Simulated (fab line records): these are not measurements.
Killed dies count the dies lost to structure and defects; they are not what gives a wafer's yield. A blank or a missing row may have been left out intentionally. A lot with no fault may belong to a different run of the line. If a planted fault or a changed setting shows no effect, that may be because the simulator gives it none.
A struck lot beside a sound one | flow gf180mcu | 44 out of 602 route steps
Sound: these wafers, L998.1, L998.2, L998.3. Wafers L102.1, L102.2, L102.4 were the ones struck. The cause comes at the end.
At each step with rows: each side's tool, then ch and its chambers, then its first start. Under that, the readings that differ: sound wafers | struck wafers | difference of the means | sigmas: that difference in standard deviations of wafers without a fault.
alike: readings with means less than 2 such deviations apart, plus words and numbers identical on both sides. not compared: withheld readings, readings lacking a value on some wafer, bounds such as >300 that could conceal the same value, and numbers that have no deviation in the record and whose values overlap.
Wherever a step has rows on one side only, a row that says differs or no value, or a row with sigmas, the two part there. Non-overlapping numbers with no deviation appear without sigmas and do not part them. Lack of a reading on every wafer of one side parts them only where that side has two or more wafers.

first, 1 step without rows for these wafers: GF_MVSD_IMPLANT_09.
GF_MVSD_STRIP_10: strips in O2/N2.
  sound on plasma asher-03 ch 0,1, day 6 10:59; struck on plasma asher-01 ch 0,1, day 7 09:50
  alike: chamber pressure mTorr, drypump motor current A, heater power w, oes product au, strip time to endpoint s
  not compared: rf hours counter h
GF_MVSD_TW_MEAS_11:
  sound on film metro-01 at day 6 11:05; struck on film metro-04 at day 7 09:56
  reading | sound          | struck         | difference | sigmas
  MVSD_TW | 1563 1547 1551 | 1586 1579 1591 | +32        | +3
then, 7 steps without rows for these wafers: GF_MVPSD_DEHYDRATE_00 (time 60 s); GF_MVPSD_HMDS_01 (prime time 60 s); GF_MVPSD_COAT_02 (resist thk 3000 nm); GF_MVPSD_SOFTBAKE_03; GF_MVPSD_EXPOSE_04 (exposes mask MVPSD, target cd 1000 nm); GF_MVPSD_PEB_05; GF_MVPSD_DEVELOP_06 (develop time 60 s).
GF_MVPSD_OVL_MEAS_07:
  sound on overlay-02 at day 7 02:00; struck on overlay-02 at day 8 02:06
  alike: MVPSD_OVL
next, for these wafers, 1 step has no rows: GF_MVPSD_IMPLANT_08.
GF_MVPSD_IMPLANT_09:
  sound on implanter-01 ch 0, day 7 02:11; struck on implanter-04 ch 0, day 8 02:17
  reading            | sound                         | struck                           | difference  | sigmas
  dose ions cm2      | 4.994e+12 4.996e+12 4.996e+12 | 5.3402e+13 5.3397e+13 5.3398e+13 | +4.8404e+13 | +99 or more
  faraday current uA | 28.2 28.6 27.9                | 316.3 306.3 310.5                | +282.8      | +99 or more
  alike: tilt deg
GF_MVPSD_STRIP_10: strips in O2/N2.
  sound on plasma asher-02 ch 0,1, day 7 02:20; struck on plasma asher-04 ch 0,1, day 8 02:26
  alike: chamber pressure mTorr, drypump motor current A, heater power w, oes product au, strip time to endpoint s
  not compared: rf hours counter h
GF_MVPSD_TW_MEAS_11:
  sound on film metro-01 at day 7 02:26; struck on film metro-04 at day 8 02:32
  reading  | sound       | struck      | difference | sigmas
  MVPSD_TW | 544 546 541 | 752 752 753 | +209       | +45
then, 7 steps without rows for these wafers: GF_VT_IMPLANT_DEHYDRATE_00 (time 60 s); GF_VT_IMPLANT_HMDS_01 (prime time 60 s); GF_VT_IMPLANT_COAT_02 (resist thk 1000 nm); GF_VT_IMPLANT_SOFTBAKE_03 (time 60 s); GF_VT_IMPLANT_EXPOSE_04 (exposes mask LVPWELL LV AREA, target cd 600 nm); GF_VT_IMPLANT_PEB_05; GF_VT_IMPLANT_DEVELOP_06 (develop time 60 s).
GF_VT_IMPLANT_OVL_MEAS_07:
  sound on overlay-02 at day 7 18:30; struck on overlay-01 at day 8 18:23
  alike: VT_IMPLANT_OVL
next, for these wafers, 1 step has no rows: GF_VT_IMPLANT_IMPLANT_08.
GF_VT_IMPLANT_STRIP_09: strips in O2/N2.
  sound on plasma asher-04 ch 0,1, day 7 18:41; struck on plasma asher-03 ch 0,1, day 8 18:34
  alike: chamber pressure mTorr, drypump motor current A, heater power w, oes product au, strip time to endpoint s
  not compared: rf hours counter h
GF_VT_IMPLANT_TW_MEAS_10:
  sound on film metro-02 at day 7 18:47; struck on film metro-02 at day 8 18:40
  alike: VT_IMPLANT_TW
then, 7 steps without rows for these wafers: GF_VT_IMPLANT_DEHYDRATE_11 (time 60 s); GF_VT_IMPLANT_HMDS_12 (prime time 60 s); GF_VT_IMPLANT_COAT_13 (resist thk 1000 nm); GF_VT_IMPLANT_SOFTBAKE_14 (time 60 s); GF_VT_IMPLANT_EXPOSE_15 (exposes mask Nwell LV AREA, target cd 860 nm); GF_VT_IMPLANT_PEB_16; GF_VT_IMPLANT_DEVELOP_17 (develop time 60 s).
GF_VT_IMPLANT_OVL_MEAS_18:
  sound on overlay-02 at day 8 10:56; struck on overlay-02 at day 9 11:30
  alike: VT_IMPLANT_01_OVL
next, for these wafers, 1 step has no rows: GF_VT_IMPLANT_IMPLANT_19.
GF_VT_IMPLANT_STRIP_20: strips in O2/N2.
  sound on plasma asher-01 ch 0,1, day 8 11:07; struck on plasma asher-01 ch 0,1, day 9 11:41
  alike: chamber pressure mTorr, drypump motor current A, heater power w, oes product au, strip time to endpoint s
  not compared: rf hours counter h
GF_VT_IMPLANT_TW_MEAS_21:
  sound on film metro-02 at day 8 11:13; struck on film metro-01 at day 9 11:47
  alike: VT_IMPLANT_2_TW
then, 5 steps without rows for these wafers: GF_VT_IMPLANT_DEHYDRATE_22 (time 60 s); GF_VT_IMPLANT_HMDS_23 (prime time 60 s); GF_VT_IMPLANT_COAT_24 (resist thk 1000 nm); GF_VT_IMPLANT_SOFTBAKE_25 (time 60 s); GF_VT_IMPLANT_EXPOSE_26 (exposes mask LVPWELL HV AREA, target cd 860 nm).
GF_VT_IMPLANT_RS_MEAS_49: measures by four-point-probe.
  sound on film metro-01 at day 9 21:47; struck on film metro-02 at day 11 00:54
  reading           | sound          | struck      | difference | sigmas
  MVPSD_RS (ohm/sq) | 1176 1181 1173 | 597 597 598 | -579       | -99 or more
GF_PASSIVATION_PROBE_99:
  the record holds rows for the sound wafers here (prober-01, day 31 10:50) but none for the struck ones

WHERE THEY PART
First at GF_MVSD_TW_MEAS_11; last, within this record, at GF_PASSIVATION_PROBE_99.

WHY: whatever the simulator had introduced
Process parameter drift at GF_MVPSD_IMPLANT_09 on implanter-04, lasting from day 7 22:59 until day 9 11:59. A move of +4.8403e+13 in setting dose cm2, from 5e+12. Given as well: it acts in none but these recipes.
